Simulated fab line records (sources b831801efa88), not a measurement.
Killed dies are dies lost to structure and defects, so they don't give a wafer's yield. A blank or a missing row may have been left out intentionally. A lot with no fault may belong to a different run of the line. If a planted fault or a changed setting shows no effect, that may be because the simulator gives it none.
Which tool did it? / flow gf180mcu / Sampling: 12 lots, 36 wafers, 5 of 602 route steps

== WHAT EACH GAUGE READ, for each wafer ==
GF_HV_LDD_OVL_MEAS_47.
lot=L628; measured=day 12 04:34; on=overlay-02; HV_LDD_03_OVL (nm)=1.3 1.7 1.4
lot=L630; measured=day 12 23:29; on=overlay-02; HV_LDD_03_OVL (nm)=1.4 0.7 2.5
lot=L632; measured=day 14 00:14; on=overlay-02; HV_LDD_03_OVL (nm)=1.0 0.9 0.5
lot=L633; measured=day 14 07:05; on=overlay-01; HV_LDD_03_OVL (nm)=-1.4 -1.0 0.1
lot=L634; measured=day 14 18:29; on=overlay-02; HV_LDD_03_OVL (nm)=1.4 1.8 1.2
lot=L635; measured=day 15 01:08; on=overlay-02; HV_LDD_03_OVL (nm)=0.6 0.5 1.3
lot=L638; measured=day 15 15:51; on=overlay-02; HV_LDD_03_OVL (nm)=1.1 0.7 0.7
lot=L641; measured=day 16 16:39; on=overlay-01; HV_LDD_03_OVL (nm)=0.0 -1.3 -0.9
lot=L642; measured=day 17 08:13; on=overlay-02; HV_LDD_03_OVL (nm)=0.2 -0.7 0.3
lot=L645; measured=day 18 04:55; on=overlay-02; HV_LDD_03_OVL (nm)=-1.2 -1.8 -0.1
lot=L646; measured=day 18 12:13; on=overlay-02; HV_LDD_03_OVL (nm)=-1.9 -2.1 -1.9
lot=L649; measured=day 19 11:14; on=overlay-02; HV_LDD_03_OVL (nm)=-0.5 -0.5 -1.1

GF_PSD_RS_MEAS_14: measurement is done with a four-point probe.
lot=L628; measured=day 13 23:33; on=film_metro-03; NSD_RS (ohm/sq)=46.23 46.24 46.19
lot=L630; measured=day 14 20:38; on=film_metro-01; NSD_RS (ohm/sq)=46.10 46.16 46.15
lot=L632; measured=day 15 22:39; on=film_metro-03; NSD_RS (ohm/sq)=46.10 46.15 45.95
lot=L633; measured=day 16 06:50; on=film_metro-02; NSD_RS (ohm/sq)=46.24 46.16 46.15
lot=L634; measured=day 16 18:58; on=film_metro-02; NSD_RS (ohm/sq)=45.97 45.93 46.03
lot=L635; measured=day 17 01:34; on=film_metro-01; NSD_RS (ohm/sq)=46.19 46.23 46.11
lot=L638; measured=day 17 17:37; on=film_metro-01; NSD_RS (ohm/sq)=46.16 46.15 46.15
lot=L641; measured=day 18 20:29; on=film_metro-02; NSD_RS (ohm/sq)=46.06 46.22 46.13
lot=L642; measured=day 19 12:41; on=film_metro-03; NSD_RS (ohm/sq)=46.20 46.04 46.05
lot=L645; measured=day 20 09:24; on=film_metro-01; NSD_RS (ohm/sq)=43.22 43.21 43.15
lot=L646; measured=day 20 16:34; on=film_metro-02; NSD_RS (ohm/sq)=43.16 43.13 43.18
lot=L649; measured=day 21 16:28; on=film_metro-01; NSD_RS (ohm/sq)=46.25 46.22 46.19

GF_PSD_RS_MEAS_15: measurement is done with a four-point probe.
lot=L628; measured=day 13 23:40; on=film_metro-03; PSD_RS (ohm/sq)=108.50 108.49 108.18
lot=L630; measured=day 14 20:46; on=film_metro-01; PSD_RS (ohm/sq)=108.81 108.77 108.50
lot=L632; measured=day 15 22:46; on=film_metro-03; PSD_RS (ohm/sq)=108.47 108.47 107.96
lot=L633; measured=day 16 06:58; on=film_metro-02; PSD_RS (ohm/sq)=108.49 108.31 108.09
lot=L634; measured=day 16 19:05; on=film_metro-02; PSD_RS (ohm/sq)=108.55 108.37 108.66
lot=L635; measured=day 17 01:41; on=film_metro-01; PSD_RS (ohm/sq)=108.58 108.53 108.64
lot=L638; measured=day 17 17:44; on=film_metro-01; PSD_RS (ohm/sq)=108.75 108.82 108.74
lot=L641; measured=day 18 20:36; on=film_metro-02; PSD_RS (ohm/sq)=108.64 108.71 108.67
lot=L642; measured=day 19 12:49; on=film_metro-03; PSD_RS (ohm/sq)=108.45 108.29 108.23
lot=L645; measured=day 20 09:31; on=film_metro-01; PSD_RS (ohm/sq)=99.82 99.84 100.37
lot=L646; measured=day 20 16:41; on=film_metro-02; PSD_RS (ohm/sq)=100.19 100.06 100.12
lot=L649; measured=day 21 16:35; on=film_metro-01; PSD_RS (ohm/sq)=108.65 108.83 108.65

== EACH LOT AND THE TOOL THAT RAN IT (in order: tool; ch and the chambers of the sampled wafers; start) ==
lot=L628; GF_HV_LDD_STRIP_37=plasma_asher-04 ch 0,1, day 11 09:40; GF_PSD_RTA_13=rtp_anneal-01 ch 0, day 13 23:27
lot=L630; GF_HV_LDD_STRIP_37=plasma_asher-04 ch 0,1, day 12 03:38; GF_PSD_RTA_13=rtp_anneal-02 ch 0, day 14 20:28
lot=L632; GF_HV_LDD_STRIP_37=plasma_asher-02 ch 0,1, day 13 04:04; GF_PSD_RTA_13=rtp_anneal-02 ch 0, day 15 22:34
lot=L633; GF_HV_LDD_STRIP_37=plasma_asher-02 ch 0,1, day 13 10:55; GF_PSD_RTA_13=rtp_anneal-01 ch 0, day 16 06:45
lot=L634; GF_HV_LDD_STRIP_37=plasma_asher-01 ch 0,1, day 13 21:34; GF_PSD_RTA_13=rtp_anneal-01 ch 0, day 16 18:53
lot=L635; GF_HV_LDD_STRIP_37=plasma_asher-04 ch 0,1, day 14 04:06; GF_PSD_RTA_13=rtp_anneal-01 ch 0, day 17 01:28
lot=L638; GF_HV_LDD_STRIP_37=plasma_asher-01 ch 0,1, day 14 18:37; GF_PSD_RTA_13=rtp_anneal-02 ch 0, day 17 17:31
lot=L641; GF_HV_LDD_STRIP_37=plasma_asher-02 ch 0,1, day 15 17:53; GF_PSD_RTA_13=rtp_anneal-01 ch 0, day 18 20:23
lot=L642; GF_HV_LDD_STRIP_37=plasma_asher-02 ch 0,1, day 16 09:37; GF_PSD_RTA_13=rtp_anneal-02 ch 0, day 19 12:36
lot=L645; GF_HV_LDD_STRIP_37=plasma_asher-01 ch 0,1, day 17 05:33; GF_PSD_RTA_13=rtp_anneal-02 ch 0, day 20 09:17
lot=L646; GF_HV_LDD_STRIP_37=plasma_asher-02 ch 0,1, day 17 11:43; GF_PSD_RTA_13=rtp_anneal-02 ch 0, day 20 16:24
lot=L649; GF_HV_LDD_STRIP_37=plasma_asher-04 ch 0,1, day 18 10:47; GF_PSD_RTA_13=rtp_anneal-01 ch 0, day 21 16:23
- GF_HV_LDD_STRIP_37: strips in O2/N2.
- GF_PSD_RTA_13: time 20 s.

== AS READ BY THE TOOLS THEMSELVES (means over the sampled wafers that have a number; for cases with no such wafer, the mark the record gives instead) ==
GF_HV_LDD_STRIP_37.
lot=L628; tool=plasma_asher-04; drypump_motor_current_A (A)=5.1; heater_power_w (W)=337; oes_product_au (a.u.)=0.711; strip_time_to_endpoint_s (s)=12.61
lot=L630; tool=plasma_asher-04; drypump_motor_current_A (A)=5.3; heater_power_w (W)=337; oes_product_au (a.u.)=0.714; strip_time_to_endpoint_s (s)=12.60
lot=L632; tool=plasma_asher-02; drypump_motor_current_A (A)=5.7; heater_power_w (W)=323; oes_product_au (a.u.)=0.712; strip_time_to_endpoint_s (s)=12.60
lot=L633; tool=plasma_asher-02; drypump_motor_current_A (A)=5.9; heater_power_w (W)=335; oes_product_au (a.u.)=0.714; strip_time_to_endpoint_s (s)=12.59
lot=L634; tool=plasma_asher-01; drypump_motor_current_A (A)=5.8; heater_power_w (W)=319; oes_product_au (a.u.)=0.714; strip_time_to_endpoint_s (s)=12.65
lot=L635; tool=plasma_asher-04; drypump_motor_current_A (A)=5.3; heater_power_w (W)=346; oes_product_au (a.u.)=0.714; strip_time_to_endpoint_s (s)=12.64
lot=L638; tool=plasma_asher-01; drypump_motor_current_A (A)=5.6; heater_power_w (W)=338; oes_product_au (a.u.)=0.714; strip_time_to_endpoint_s (s)=12.66
lot=L641; tool=plasma_asher-02; drypump_motor_current_A (A)=5.7; heater_power_w (W)=319; oes_product_au (a.u.)=0.716; strip_time_to_endpoint_s (s)=12.59
lot=L642; tool=plasma_asher-02; drypump_motor_current_A (A)=5.8; heater_power_w (W)=339; oes_product_au (a.u.)=0.713; strip_time_to_endpoint_s (s)=12.64
lot=L645; tool=plasma_asher-01; drypump_motor_current_A (A)=5.8; heater_power_w (W)=320; oes_product_au (a.u.)=0.716; strip_time_to_endpoint_s (s)=12.64
lot=L646; tool=plasma_asher-02; drypump_motor_current_A (A)=5.8; heater_power_w (W)=337; oes_product_au (a.u.)=0.715; strip_time_to_endpoint_s (s)=12.63
lot=L649; tool=plasma_asher-04; drypump_motor_current_A (A)=5.1; heater_power_w (W)=338; oes_product_au (a.u.)=0.713; strip_time_to_endpoint_s (s)=12.65

GF_PSD_RTA_13.
lot=L628; tool=rtp_anneal-01; lamp_power_pct (%)=39.2; wafer_temp_C_max=1028.9
lot=L630; tool=rtp_anneal-02; lamp_power_pct (%)=33.8; wafer_temp_C_max=1030.0
lot=L632; tool=rtp_anneal-02; lamp_power_pct (%)=33.8; wafer_temp_C_max=1028.7
lot=L633; tool=rtp_anneal-01; lamp_power_pct (%)=39.2; wafer_temp_C_max=1028.8
lot=L634; tool=rtp_anneal-01; lamp_power_pct (%)=39.2; wafer_temp_C_max=1028.7
lot=L635; tool=rtp_anneal-01; lamp_power_pct (%)=39.3; wafer_temp_C_max=1028.2
lot=L638; tool=rtp_anneal-02; lamp_power_pct (%)=33.9; wafer_temp_C_max=1028.8
lot=L641; tool=rtp_anneal-01; lamp_power_pct (%)=39.3; wafer_temp_C_max=1029.5
lot=L642; tool=rtp_anneal-02; lamp_power_pct (%)=33.8; wafer_temp_C_max=1029.6
lot=L645; tool=rtp_anneal-02; lamp_power_pct (%)=35.7; wafer_temp_C_max=1029.9
lot=L646; tool=rtp_anneal-02; lamp_power_pct (%)=35.7; wafer_temp_C_max=1029.0
lot=L649; tool=rtp_anneal-01; lamp_power_pct (%)=39.3; wafer_temp_C_max=1029.0

== THE ANSWER, worked out from the rows above alone ==
Rule: the lots themselves supply what counts as usual. The widest of any qualifying gaps counts: lots, ordered by their means at a reading, are off when they make up no more than a third of the lots, leave a main group of 4 or more, and stand apart from it by 3 or more times the standard deviation of that group's means. A main group is skipped when, at the precision printed for the reading in the tables above, its means are all equal. A lot without any number at a reading at which 4 lots or more have one is off too. All remaining lots with rows at the step are treated as sound. The gauges are gone through in route order, then the tools' own readings, and for those a lot's mean is taken as printed above. At the first step where some lot is off, the reading lying furthest off is the one used; lots without a number count as furthest.
Off: L645, L646, at GF_PSD_RS_MEAS_14 (NSD_RS). The main group: mean 46.14 ohm/sq, standard deviation 0.071.
If a tool, at a process step before that reading, ran all the lots that are off and no sound lot after the first of them, it fits. Those tools and the gauges at GF_PSD_RS_MEAS_14 are tried in the same way. One fits: rtp_anneal-02 at GF_PSD_RTA_13. A fault onset in the window from L642 (day 19 12:36, its last sound lot) to L645 (day 20 09:17, its first lot off) fits.

== WHAT HAD BEEN PUT IN BY THE SIMULATOR ==
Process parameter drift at GF_PSD_RTA_13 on rtp_anneal-02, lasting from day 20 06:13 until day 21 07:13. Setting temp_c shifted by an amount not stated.
Struck lots among those shown: L645, L646. The same result came from the rule above.
